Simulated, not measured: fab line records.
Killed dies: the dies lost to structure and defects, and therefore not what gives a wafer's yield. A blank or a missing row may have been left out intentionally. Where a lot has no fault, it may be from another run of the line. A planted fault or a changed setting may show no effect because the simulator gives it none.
A lot that was struck, set against a sound lot :: flow sky130 :: 15 steps out of a route of 708
Sound: the wafers L559.1, L559.2, L559.4. Wafers struck: L571.2, L571.3, L571.5. At the end, the cause is stated.
For every step that has rows: the tool of each side, followed by ch and its chambers, followed by its first start. Under that, the readings that differ: sound wafers :: struck wafers :: difference of the means :: sigmas: that difference in standard deviations of wafers without a fault.
alike: readings whose means differ by less than 2 such deviations, and words and numbers that are the same on both sides. not compared: withheld readings, readings that some wafer has no value for, bounds like >300 that may hide the same value, and numbers for which the record gives no deviation and whose values overlap.
A row with sigmas, a row that says differs or no value, or rows on one side alone: a step with any of these is where the two part. When numbers do not overlap yet have no deviation, they are printed without sigmas and do not part them. A reading that every wafer of one side lacks parts them only if that side has two wafers or more.

first, 3 steps without rows for these wafers: SKY_PASSIVATION_EXPOSE_08 (exposes mask NSM, target cd 3000 nm); SKY_PASSIVATION_PEB_09; SKY_PASSIVATION_DEVELOP_10 (develop time 60 s).
SKY_PASSIVATION_ETCH_11: etches the open film in CF4/O2, stops on AlCu, target depth 725 nm, time 161.1 s.
  sound on rie_diel-04 ch 1,2,3, day 46 14:30; struck on rie_diel-03 ch 2,3, day 49 02:06
  alike: O2_flow_sccm, bias_w, chamber_pressure_mTorr, drypump_motor_current_A, oes_product_au, throttle_valve_pct
  not compared: rf_hours_counter_h
SKY_PASSIVATION_STRIP_12: strips in O2/N2.
  sound on plasma_asher-04 ch 0,1, day 46 14:37; struck on plasma_asher-04 ch 0,1, day 49 02:13
reading: chamber_pressure_mTorr (mTorr)
sound: 1499.8 1520.1 1502.7
struck: 1497.8 1499.6 1500.4
difference: -8.3
sigmas: -4
  alike: drypump_motor_current_A, o2_flow_sccm, oes_product_au, strip_time_to_endpoint_s
  not compared: rf_hours_counter_h
then, 7 steps without rows for these wafers: SKY_PAD_OPEN_DEHYDRATE_00 (time 60 s); SKY_PAD_OPEN_HMDS_01 (prime time 60 s); SKY_PAD_OPEN_COAT_02 (resist thk 3000 nm); SKY_PAD_OPEN_SOFTBAKE_03; SKY_PAD_OPEN_EXPOSE_04 (exposes mask PDM, target cd 60000 nm); SKY_PAD_OPEN_PEB_05; SKY_PAD_OPEN_DEVELOP_06 (develop time 60 s).
SKY_PAD_OPEN_ETCH_07: etches the open film in CF4/O2, stops on AlCu, target depth 725 nm, time 161.1 s.
  sound on rie_diel-03 ch 0,1,3, day 47 11:13; struck on rie_diel-03 ch 0,1, day 49 19:06
  no value came back on the struck wafers for any of 7 readings (O2_flow_sccm (sccm), bias_w (W) and others); on the sound wafers O2_flow_sccm (sccm) reads 10.03 10.01 10.04
SKY_PAD_OPEN_STRIP_08: strips in O2/N2.
  sound on plasma_asher-04 ch 0,1, day 47 11:19; struck on plasma_asher-04 ch 0,1, day 49 19:13
reading: strip_time_to_endpoint_s (s)
sound: 37.11 37.26 37.13
struck: 36.96 37.01 36.76
difference: -0.26
sigmas: -3
  alike: chamber_pressure_mTorr, drypump_motor_current_A, o2_flow_sccm, oes_product_au
  not compared: rf_hours_counter_h
SKY_PAD_OPEN_PROBE_99:
  sound: prober-02 at day 47 13:40; struck: prober-02 at day 49 21:28
reading: hold
sound: - - -
struck: await_dispo/3.9h/scrap await_dispo/3.9h/scrap await_dispo/3.9h/scrap
difference: no value on the sound wafers
sigmas: 

reading: defect_limited_yield (%)
sound: 84.6 81.1 79.9
struck: 0 0 0
difference: -82
sigmas: -43

reading: killed_at_other
sound: 0 1 0
struck: 425 411 416
difference: +417
sigmas: +99 or more

reading: killed_dies
sound: 76 93 99
struck: 492 492 492
difference: +403
sigmas: +42

reading: killed_on_rim
sound: 16 15 22
struck: 96 96 96
difference: +78
sigmas: +21

reading: sort_bin_5_function (%)
sound: 10.4 9.8 11.8
struck: 94.9 93.5 93.1
difference: +83.2
sigmas: +52

reading: sort_n_pass
sound: 416 399 393
struck: 0 0 0
difference: -403
sigmas: -42

reading: sort_yield_pct (%)
sound: 84.6 81.1 79.9
struck: 0 0 0
difference: -82
sigmas: -43

reading: model.etest.tester.sort_n_pass
sound: 416 399 393
struck: 0 0 0
difference: -403
sigmas: 

reading: model.etest.tester.sort_bin_5_pct (%)
sound: 10.37 9.756 11.79
struck: 94.92 93.5 93.09
difference: +83.20
sigmas: 

reading: model.etest.tester.sort_yield_pct (%)
sound: 84.55 81.1 79.88
struck: 0 0 0
difference: -82
sigmas: 

reading: model.etest.iso_nwell_nwell.under_floor
sound: 0 0 0
struck: 1 1 1
difference: +1
sigmas: 

reading: model.etest.met5.open
sound: 0 0 0
struck: 1 1 1
difference: +1
sigmas: 

reading: model.etest.pfet_g5v0d10v5.under_floor
sound: 0 0 0
struck: 1 1 1
difference: +1
sigmas: 

reading: model.etest.cap_mim.open
sound: 0 0 0
struck: 1 1 1
difference: +1
sigmas: 

reading: model.etest.met3.open
sound: 0 0 0
struck: 1 1 1
difference: +1
sigmas: 
  alike: killed_at_M0_to_M3, killed_at_M4_up, killed_at_contacts, killed_at_front_end, killed_open, killed_short, sort_bin_3_pad_short, sort_bin_6_memory

WHERE THEY PART
At SKY_PASSIVATION_STRIP_12 first; at SKY_PAD_OPEN_PROBE_99 last (within this record only).

WHY: the cause the simulator had injected
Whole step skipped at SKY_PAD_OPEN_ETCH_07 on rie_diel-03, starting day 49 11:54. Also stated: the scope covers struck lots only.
